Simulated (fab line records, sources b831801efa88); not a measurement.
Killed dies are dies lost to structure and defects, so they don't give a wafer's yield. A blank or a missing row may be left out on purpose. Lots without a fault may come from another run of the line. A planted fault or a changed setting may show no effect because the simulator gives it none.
Problem report in the 8D (eight disciplines) form, filled by code | flow sky130 | the parts of the form that need people (team, actions taken, sign-off) are left out

1. THE PROBLEM
run_length_s at SKY_FIELD_ISO_SOFTBAKE_09 reads a mean of 103.39 s on 3 wafers of 3 lots; wafers without a fault read 119.23 s with a standard deviation of 0.15. That is -99 or more standard deviations from the usual mean.
The step: time 90 s.
First seen on wafer L469.6, day 5 07:00, on litho_track-03. The record holds 42 wafers of 15 lots with a number at this step. Rule for "out", or "out of limits": more than 4 standard deviations from the usual mean. The other wafers with a number count as sound.

2. WHAT IT IS AND WHAT IT IS NOT
question                    | is                                 | is not
which readings at this step | run_length_s, heater_power_total_W | resist_line_temp_C
which lots                  | L469, L473, L474                   | L454, L455, L456, L457, L459, L460, L461, L462, L463, L464, L465, L466
which wafers of those lots  | L469.6, L473.3, L474.6             | L469.2, L473.4, L474.4
read on which tools         | litho_track-03                     | litho_track-01, litho_track-04
when                        | from day 5 07:00                   | up to then (37 sound wafers); but 2 sound wafers of L473, L474 came after

3. SUSPECTS, AND WHAT RULES EACH OUT
Counting: a tool at a process step up to the reading stays a suspect if it ran every lot that is out. Sound lots after the first of them don't rule it out here, since some wafers of a struck lot are sound.
- litho_track-03 at SKY_FIELD_ISO_SOFTBAKE_09 (time 90 s): kept. It ran every lot that is out, first L469 (day 5 07:00); its last sound lot up to then is L466 (day 4 15:00). Its own readings are out on those wafers: heater_power_total_W, run_length_s.
Left after counting: litho_track-03 at SKY_FIELD_ISO_SOFTBAKE_09.

4. THE CAUSE (what the simulator had put in)
Process parameter drift: litho_track-03, from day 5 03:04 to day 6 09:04, at SKY_FIELD_ISO_SOFTBAKE_09. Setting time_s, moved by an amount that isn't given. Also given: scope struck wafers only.
Counting left only this tool.

5. THE CHAIN OF EFFECTS, in route order
Each row: a reading whose mean over the struck wafers that have a number lies more than 3 standard deviations from the usual. Only readings for which the record gives a usual standard deviation are gone through. hours: the time from each lot's start at the first step in this table that gives one to its start at this step, as a median over the lots. sigmas: the change in usual standard deviations.
hours | step                      | reading              | usual    | on struck wafers | change | sigmas
0     | SKY_FIELD_ISO_SOFTBAKE_09 | heater_power_total_W | 57.36 W  | 61.06            | +3.70  | +34
0     | SKY_FIELD_ISO_SOFTBAKE_09 | run_length_s         | 119.23 s | 103.39           | -15.84 | -99 or more
The process steps in it:
- SKY_FIELD_ISO_SOFTBAKE_09: time 90 s.

6. WHAT WOULD HAVE CAUGHT IT SOONER
In this record the first reading out of limits was taken at day 5 07:00, 4 hours after the fault began at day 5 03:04.
